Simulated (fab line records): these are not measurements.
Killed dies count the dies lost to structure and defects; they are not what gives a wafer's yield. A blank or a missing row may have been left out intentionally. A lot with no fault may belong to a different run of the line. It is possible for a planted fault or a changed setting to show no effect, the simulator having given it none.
Which tool did it? | flow sky130 | Sampling: 14 lots, 40 wafers, 3 of 708 route steps

## WHAT EACH GAUGE READ, for each wafer
SKY_METAL5_RS_MEAS_05: uses a four-point probe to measure. Usual: METAL5_ALCU_RS typically reads 0.02724 ohm/sq, with standard deviation 0.00026.
lot  | measured     | on            | METAL5_ALCU_RS (ohm/sq) | flag
L177 | day 42 18:41 | film_metro-04 | 0.02678 0.02676 0.02713 |
L178 | day 43 07:22 | film_metro-03 | 0.02759 0.0274 0.02709  |
L179 | day 43 10:43 | film_metro-02 | 0.02764 0.02739 0.02708 |
L180 | day 43 12:32 | film_metro-02 | 0.02705 0.02694 0.02737 |
L181 | day 44 13:30 | film_metro-04 | 0.02695 0.02703 0.02703 |
L182 | day 44 17:44 | film_metro-03 | 0.02696 0.02691 0.02691 |
L184 | day 45 03:45 | film_metro-03 | 0.0272 0.02774 0.02734  |
L183 | day 45 04:03 | film_metro-02 | 0.0274 0.02753 0.02795  |
L189 | day 46 08:20 | film_metro-04 | 0.02714 0.0271          |
L190 | day 46 15:41 | film_metro-02 | 0.02699 0.0269          |
L196 | day 47 18:56 | film_metro-02 | 0.02718 0.02745 0.02728 |
L197 | day 47 23:39 | film_metro-03 | 0.02681 0.02697 0.02697 |
L198 | day 48 01:26 | film_metro-04 | 0.02763 0.02723 0.02768 |
L200 | day 48 19:23 | film_metro-03 | 0.02724 0.02735 0.02684 |

## WHICH TOOL RAN EACH LOT (tool, then ch and the chambers of the sampled wafers, then the start)
lot  | SKY_LDD_HVN_SOFTBAKE_03           | SKY_VIA4_ETCH_12
L177 | litho_track-04 ch 0, day 19 13:11 | rie_diel-01 ch 0,1,3, day 42 17:08
L178 | litho_track-03 ch 0, day 20 02:46 | rie_diel-02 ch 0,1,2, day 43 04:17
L179 | litho_track-02 ch 0, day 20 10:42 | rie_diel-01 ch 1,2, day 43 08:48
L180 | litho_track-03 ch 0, day 20 15:30 | rie_diel-01 ch 0,1,2, day 43 10:55
L181 | litho_track-04 ch 0, day 21 19:41 | rie_diel-04 ch 0,2,3, day 44 11:30
L182 | litho_track-02 ch 0, day 22 05:15 | rie_diel-01 ch 0,1,2, day 44 15:52
L184 | litho_track-04 ch 0, day 22 16:50 | rie_diel-01 ch 0,2, day 45 02:13
L183 | litho_track-03 ch 0, day 22 19:42 | rie_diel-02 ch 0,1, day 45 02:31
L189 | litho_track-03 ch 0, day 24 10:01 | rie_diel-01 ch 2,3, day 46 06:32
L190 | litho_track-03 ch 0, day 24 19:52 | rie_diel-01 ch 1,2, day 46 14:10
L196 | litho_track-02 ch 0, day 26 13:01 | rie_diel-02 ch 0,2, day 47 17:24
L197 | litho_track-02 ch 0, day 26 22:30 | rie_diel-02 ch 0,1,3, day 47 21:50
L198 | litho_track-04 ch 0, day 27 00:32 | rie_diel-02 ch 0,1,3, day 47 23:31
L200 | litho_track-04 ch 0, day 27 22:15 | rie_diel-02 ch 0,2, day 48 17:49
- SKY_LDD_HVN_SOFTBAKE_03: time 60 s.
- SKY_VIA4_ETCH_12: etches SiO2 in C4F8/O2/Ar, stops on TiN, target depth 580 nm.

## WHAT THE TOOLS THEMSELVES READ (means of the sampled wafers that have a number; where no wafer has one, the mark that the record gives instead)
SKY_LDD_HVN_SOFTBAKE_03. Usual: chill_plate_temp_C 22.99 C, standard deviation 0.099; run_length_s 88.97 s, standard deviation 0.097.
lot  | tool           | chill_plate_temp_C (C) | run_length_s (s) | flag
L177 | litho_track-04 | 23.05                  | 88.95            |
L178 | litho_track-03 | 22.93                  | 88.92            |
L179 | litho_track-02 | 23.04                  | 89.08            |
L180 | litho_track-03 | 22.92                  | 88.89            |
L181 | litho_track-04 | 22.92                  | 88.91            |
L182 | litho_track-02 | 23.01                  | 89.00            |
L184 | litho_track-04 | 22.92                  | 88.96            |
L183 | litho_track-03 | 22.95                  | 88.84            |
L189 | litho_track-03 | 23.10                  | 89.88            | OFF
L190 | litho_track-03 | 23.01                  | 90.88            | OFF
L196 | litho_track-02 | 23.11                  | 88.97            |
L197 | litho_track-02 | 23.12                  | 88.95            |
L198 | litho_track-04 | 22.95                  | 88.88            |
L200 | litho_track-04 | 23.01                  | 89.02            |

SKY_VIA4_ETCH_12. Usual: oes_product_au reads 0.926 a.u. (standard deviation 0.0045).
lot  | tool        | oes_product_au (a.u.) | flag
L177 | rie_diel-01 | 0.927                 |
L178 | rie_diel-02 | 0.927                 |
L179 | rie_diel-01 | 0.926                 |
L180 | rie_diel-01 | 0.921                 |
L181 | rie_diel-04 | 0.926                 |
L182 | rie_diel-01 | 0.926                 |
L184 | rie_diel-01 | 0.926                 |
L183 | rie_diel-02 | 0.921                 |
L189 | rie_diel-01 | 0.925                 |
L190 | rie_diel-01 | 0.931                 |
L196 | rie_diel-02 | 0.928                 |
L197 | rie_diel-02 | 0.925                 |
L198 | rie_diel-02 | 0.924                 |
L200 | rie_diel-02 | 0.925                 |

## THE ANSWER, worked out from the rows above alone
Rule: a lot counts as off when the mean over its wafers that have a number is more than 3 standard deviations away from the usual mean. Also off: a lot with no number at a reading for which 4 or more lots have one. Any other lot the step has rows for is counted as sound. First the gauges in route order, then the tools' own readings, where a lot's mean is used as printed above. The first step at which some lot is off is used, and at that step the reading that is off furthest; a lot without a number counts as furthest.
Off: L189, L190, at SKY_LDD_HVN_SOFTBAKE_03 (run_length_s).
If a tool, at that step or one of the process steps before it, ran each lot that is off and ran no sound lot following the first of them, it fits. One fits: SKY_LDD_HVN_SOFTBAKE_03 on litho_track-03. Its last sound lot is L183 (day 22 19:42), its first lot that is off L189 (day 24 10:01): a fault that began between those two fits.
The tool's own readings at SKY_LDD_HVN_SOFTBAKE_03 bear it out: on the lots that are off they differ by more than 5 times the standard deviation of the sound lots' means. run_length_s reads 90.38 s there against 88.95 s on the sound lots.

## WHAT WAS PUT IN BY THE SIMULATOR
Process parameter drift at SKY_LDD_HVN_SOFTBAKE_03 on litho_track-03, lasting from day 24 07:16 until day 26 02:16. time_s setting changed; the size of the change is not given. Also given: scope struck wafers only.
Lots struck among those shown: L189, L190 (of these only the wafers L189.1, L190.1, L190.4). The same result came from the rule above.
